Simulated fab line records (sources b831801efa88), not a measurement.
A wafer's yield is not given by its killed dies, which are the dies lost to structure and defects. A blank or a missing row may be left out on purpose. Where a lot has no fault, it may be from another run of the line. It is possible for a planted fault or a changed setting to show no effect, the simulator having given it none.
A lot that was struck, set against a sound lot	flow sky130	15 steps out of a route of 708
Sound: the wafers L433.4, L433.5, L433.6. Struck: wafers L443.3, L443.4, L443.6. The cause comes at the end.
At each step with rows: each side's tool, then ch and its chambers, then its first start. Under that, the readings that differ: sound wafers	struck wafers	difference of the means	sigmas: that difference in standard deviations of wafers without a fault.
alike: readings whose means differ by less than 2 such deviations, and words and numbers that are the same on both sides. not compared: withheld readings, readings that some wafer has no value for, bounds like >300 that may hide the same value, and numbers for which the record gives no deviation and whose values overlap.
The two part at a step that has a row with sigmas, a row that says differs or no value, or rows on one side only. Numbers that don't overlap but have no deviation are shown without sigmas and don't part them. Lack of a reading on every wafer of one side parts them only where that side has two or more wafers.

first, 1 step without rows for these wafers: SKY_POLY_GATE_OXIDATION_20 (stabilise 600 s, purge 300 s, target thk 4 nm).
SKY_POLY_GATE_THK_MEAS_21:
  sound: film metro-02 at day 17 01:56; struck: film metro-04 at day 20 18:35
  alike: POLY_GATE_OXIDATION_THK
SKY_POLY_GATE_CD_MEAS_22:
  sound: cd sem-01 at day 17 02:04; struck: cd sem-02 at day 20 18:41
  alike: cd nm
then, 7 steps without rows for these wafers: SKY_LDD_N_DEHYDRATE_00 (time 60 s); SKY_LDD_N_HMDS_01 (prime time 60 s); SKY_LDD_N_COAT_02 (resist thk 300 nm); SKY_LDD_N_SOFTBAKE_03 (time 60 s); SKY_LDD_N_EXPOSE_04 (exposes mask NTM, target cd 840 nm); SKY_LDD_N_PEB_05; SKY_LDD_N_DEVELOP_06 (develop time 60 s).
SKY_LDD_N_OVL_MEAS_07:
  sound: overlay-01 at day 18 07:50; struck: overlay-01 at day 22 01:27
  alike: LDD_N_OVL
following that, these wafers have no rows for 1 step: SKY_LDD_N_IMPLANT_08.
SKY_LDD_N_IMPLANT_09:
  sound on implanter-03 ch 0, day 18 08:04; struck on implanter-01 ch 0, day 22 01:40
reading	sound	struck	difference	sigmas
rotation deg (degrees)	112.96 113.06 113.03	228.08 228.13 228.12	+115.09	+99 or more
  alike: beam on s
following that, these wafers have no rows for 1 step: SKY_LDD_N_IMPLANT_10.
SKY_PAD_OPEN_PROBE_99:
  rows exist in the record for the sound wafers here (prober-02, day 46 04:23), none for the struck ones

WHERE THEY PART
At SKY_LDD_N_IMPLANT_09 first; at SKY_PAD_OPEN_PROBE_99 last (within this record only).

WHY: what had been put in by the simulator
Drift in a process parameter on implanter-01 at SKY_LDD_N_IMPLANT_09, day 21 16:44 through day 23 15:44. From 113, the setting rotation deg moved by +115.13. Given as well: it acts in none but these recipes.
